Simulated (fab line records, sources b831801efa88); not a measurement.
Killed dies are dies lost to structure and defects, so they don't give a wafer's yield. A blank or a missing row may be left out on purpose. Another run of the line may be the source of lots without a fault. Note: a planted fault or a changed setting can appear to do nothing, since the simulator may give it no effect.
Problem report in the 8D (eight disciplines) form, filled by code	flow gf180mcu	the parts of the form that need people (team, actions taken, sign-off) are left out

== 1. THE ISSUE ==
Mean of heaterPowerTotalW at GF_PSD_SOFTBAKE_03: 57.83 W across 6 wafers in 2 lots; on wafers with no fault it is 56.60 W (standard deviation 0.043). That is +29 standard deviations from the usual mean.
The step: time 60 s.
The first sign was on wafer L478.1 at day 16 00:02, on lithoTrack-03. The record has a number at this step for 42 wafers belonging to 14 lots. Rule for "out", or "out of limits": more than 4 standard deviations from the usual mean. All remaining wafers that have a number are taken as sound.

== 2. WHAT IT IS AND WHAT IT IS NOT ==
question	is	is not
which readings at this step	heaterPowerTotalW, plateTempC	-
which lots	L478, L479	L472, L474, L475, L476, L487, L488, L490, L491, L492, L493, L494, L495
which wafers of those lots	all that have a number	-
read on which tools	lithoTrack-03	lithoTrack-02, lithoTrack-04
when	from day 16 00:02	up to then (12 sound wafers); but 24 sound wafers of L487, L488, L490, L491, L492, L493, L494, L495 came after

== 3. THE SUSPECTS, EACH WITH WHAT RULES IT OUT ==
Counting: any tool at a process step up to the reading is kept as a suspect provided that every lot that is out went through it and no sound lot did after the first of them.
- lithoTrack-03 at GF_PSD_SOFTBAKE_03 (time 60 s): ruled out as a lasting fault. Following L478 (day 16 00:02), the first lot on it that is out, the sound lots L487, L490, L491, L494, L495 were run on it.
Left after counting: nothing in the record.

== 4. THE CAUSE (what the simulator had put in) ==
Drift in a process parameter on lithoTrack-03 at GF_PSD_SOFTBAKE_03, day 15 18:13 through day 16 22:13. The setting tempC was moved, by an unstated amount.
Counting ruled it out, wrongly.

== 5. SEQUENCE OF EFFECTS, ordered by route ==
One row per reading whose mean, taken over the struck wafers that have a number, lies over 3 standard deviations from the usual. Readings are gone through only where the record gives a usual standard deviation; hours: the median, over the lots, of the time from a lot's start at the first step in this table giving one to that lot's start at this step; sigmas: the change measured in usual standard deviations.
hours	step	reading	usual	on struck wafers	change	sigmas
0	GF_PSD_SOFTBAKE_03	heaterPowerTotalW	56.60 W	57.83	+1.23	+29
0	GF_PSD_SOFTBAKE_03	plateTempC	90.00 C	91.44	+1.44	+12
The process steps in it:
- GF_PSD_SOFTBAKE_03: time 60 s.

== 6. WHAT WOULD HAVE CAUGHT IT SOONER ==
In this record the first reading out of limits was taken at day 16 00:02, 6 hours after the fault began at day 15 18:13.
